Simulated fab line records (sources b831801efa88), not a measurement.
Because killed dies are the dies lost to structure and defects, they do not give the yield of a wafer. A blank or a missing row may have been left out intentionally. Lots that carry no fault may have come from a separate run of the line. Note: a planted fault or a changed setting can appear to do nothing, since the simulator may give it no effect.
Split-lot study / flow sky130 / 23 wafers read from 5 lots, route of 708 steps

ON THE SPLIT
At SKY_VIA3_SPUTTER_20 (material TiN, target thk 20 nm, time 80 s), the setting power-w was moved away from the recipe's 4000 W on 5 of the 23 wafers read, by +4.6% to +5.8%. This setting was run at the recipe's value on the other wafers.

The reading is taken at the split's own step.

THE READING
TiN_of_VIA3_SPUTTER_20.thk-nm (the simulator's own value, which no gauge read), in nm, at SKY_VIA3_SPUTTER_20 (material TiN, target thk 20 nm, time 80 s). There is no usual value for it anywhere in the file. Average 19.91 nm, standard deviation 0.21 nm, over the 18 wafers here run with the recipe.

wafer=L076.1; tool, chamber at the split=pvd-sputter-01, -; power-w as run, W=4184; against the recipe=+4.6%; TiN_of_VIA3_SPUTTER_20.thk-nm, nm=20.55; against lot-mates on the recipe=+1.00
wafer=L076.2; tool, chamber at the split=pvd-sputter-01, -; power-w as run, W=4000; against the recipe=recipe; TiN_of_VIA3_SPUTTER_20.thk-nm, nm=19.46; against lot-mates on the recipe=-
wafer=L076.3; tool, chamber at the split=pvd-sputter-01, -; power-w as run, W=4184; against the recipe=+4.6%; TiN_of_VIA3_SPUTTER_20.thk-nm, nm=20.7; against lot-mates on the recipe=+1.14
wafer=L076.4; tool, chamber at the split=pvd-sputter-01, -; power-w as run, W=4000; against the recipe=recipe; TiN_of_VIA3_SPUTTER_20.thk-nm, nm=19.65; against lot-mates on the recipe=-
wafer=L076.5; tool, chamber at the split=pvd-sputter-01, -; power-w as run, W=4184; against the recipe=+4.6%; TiN_of_VIA3_SPUTTER_20.thk-nm, nm=20.59; against lot-mates on the recipe=+1.04
wafer=L078.2; tool, chamber at the split=pvd-sputter-01, -; power-w as run, W=4000; against the recipe=recipe; TiN_of_VIA3_SPUTTER_20.thk-nm, nm=20.02; against lot-mates on the recipe=-
wafer=L078.5; tool, chamber at the split=pvd-sputter-01, -; power-w as run, W=4000; against the recipe=recipe; TiN_of_VIA3_SPUTTER_20.thk-nm, nm=19.83; against lot-mates on the recipe=-
wafer=L078.6; tool, chamber at the split=pvd-sputter-01, -; power-w as run, W=4000; against the recipe=recipe; TiN_of_VIA3_SPUTTER_20.thk-nm, nm=19.92; against lot-mates on the recipe=-
wafer=L079.2; tool, chamber at the split=pvd-sputter-01, -; power-w as run, W=4000; against the recipe=recipe; TiN_of_VIA3_SPUTTER_20.thk-nm, nm=20; against lot-mates on the recipe=-
wafer=L079.3; tool, chamber at the split=pvd-sputter-01, -; power-w as run, W=4000; against the recipe=recipe; TiN_of_VIA3_SPUTTER_20.thk-nm, nm=20.09; against lot-mates on the recipe=-
wafer=L079.4; tool, chamber at the split=pvd-sputter-01, -; power-w as run, W=4000; against the recipe=recipe; TiN_of_VIA3_SPUTTER_20.thk-nm, nm=20.01; against lot-mates on the recipe=-
wafer=L079.5; tool, chamber at the split=pvd-sputter-01, -; power-w as run, W=4000; against the recipe=recipe; TiN_of_VIA3_SPUTTER_20.thk-nm, nm=20.28; against lot-mates on the recipe=-
wafer=L079.6; tool, chamber at the split=pvd-sputter-01, -; power-w as run, W=4000; against the recipe=recipe; TiN_of_VIA3_SPUTTER_20.thk-nm, nm=20.18; against lot-mates on the recipe=-
wafer=L080.1; tool, chamber at the split=pvd-sputter-03, -; power-w as run, W=4000; against the recipe=recipe; TiN_of_VIA3_SPUTTER_20.thk-nm, nm=19.75; against lot-mates on the recipe=-
wafer=L080.2; tool, chamber at the split=pvd-sputter-03, -; power-w as run, W=4233; against the recipe=+5.8%; TiN_of_VIA3_SPUTTER_20.thk-nm, nm=20.94; against lot-mates on the recipe=+0.98
wafer=L080.3; tool, chamber at the split=pvd-sputter-03, -; power-w as run, W=4000; against the recipe=recipe; TiN_of_VIA3_SPUTTER_20.thk-nm, nm=19.9; against lot-mates on the recipe=-
wafer=L080.4; tool, chamber at the split=pvd-sputter-03, -; power-w as run, W=4000; against the recipe=recipe; TiN_of_VIA3_SPUTTER_20.thk-nm, nm=20.22; against lot-mates on the recipe=-
wafer=L080.5; tool, chamber at the split=pvd-sputter-03, -; power-w as run, W=4233; against the recipe=+5.8%; TiN_of_VIA3_SPUTTER_20.thk-nm, nm=21.02; against lot-mates on the recipe=+1.06
wafer=L085.1; tool, chamber at the split=pvd-sputter-04, -; power-w as run, W=4000; against the recipe=recipe; TiN_of_VIA3_SPUTTER_20.thk-nm, nm=19.65; against lot-mates on the recipe=-
wafer=L085.6; tool, chamber at the split=pvd-sputter-04, -; power-w as run, W=4000; against the recipe=recipe; TiN_of_VIA3_SPUTTER_20.thk-nm, nm=19.65; against lot-mates on the recipe=-
wafer=L085.2; tool, chamber at the split=pvd-sputter-04, -; power-w as run, W=4000; against the recipe=recipe; TiN_of_VIA3_SPUTTER_20.thk-nm, nm=19.97; against lot-mates on the recipe=-
wafer=L085.3; tool, chamber at the split=pvd-sputter-04, -; power-w as run, W=4000; against the recipe=recipe; TiN_of_VIA3_SPUTTER_20.thk-nm, nm=19.84; against lot-mates on the recipe=-
wafer=L085.5; tool, chamber at the split=pvd-sputter-04, -; power-w as run, W=4000; against the recipe=recipe; TiN_of_VIA3_SPUTTER_20.thk-nm, nm=19.9; against lot-mates on the recipe=-

THE FIT
A straight line over all 23 wafers: TiN_of_VIA3_SPUTTER_20.thk-nm changes by +0.17 nm for each +1% of power-w; r = +0.88; the points scatter about the line by 0.2 nm.
The same after taking each lot's own level away (the mean of its wafers on the recipe; 23 wafers): +0.201 nm for each +1%; r = +0.95; scatter 0.14 nm.
On that fit, the largest move of power-w shifts the reading by 1.2 nm.
Measured against the standard deviation above, the lots' own levels, which go from 19.555 to 20.112 nm, span 2.6 times it.
So the slope is not independent of the lot-to-lot level: the two fits are not the same.
Check: with one of the wafers moved furthest among these (+5.8%) left out of the fit, the line predicts +1.24 nm for it against its lot-mates. Against them it came out at +0.983 nm.

ADDITIONAL SPLITS CARRIED BY THESE WAFERS
Before the reading, these wafers also passed through other splits. Each is held against what the fit with the lots' levels taken away leaves over:
other split on the same wafers=SKY_CAPM_DEVELOP_11 develop-time-s; wafers away from the commonest value=11; r with TiN_of_VIA3_SPUTTER_20.thk-nm (lot level and that fit taken away)=-0.16
other split on the same wafers=SKY_CAPM_METAL_ETCH_13 bias-w; wafers away from the commonest value=8; r with TiN_of_VIA3_SPUTTER_20.thk-nm (lot level and that fit taken away)=+0.05
other split on the same wafers=SKY_VIA3_CMP_02 leave-above-ref-nm; wafers away from the commonest value=7; r with TiN_of_VIA3_SPUTTER_20.thk-nm (lot level and that fit taken away)=-0.11
other split on the same wafers=SKY_VIA3_ETCH_14 source-w; wafers away from the commonest value=9; r with TiN_of_VIA3_SPUTTER_20.thk-nm (lot level and that fit taken away)=+0.01

THE FILE'S OWN FIT
TiN_of_VIA3_SPUTTER_20.thk-nm changes by +0.196 nm for each +1% of power-w, r = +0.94.
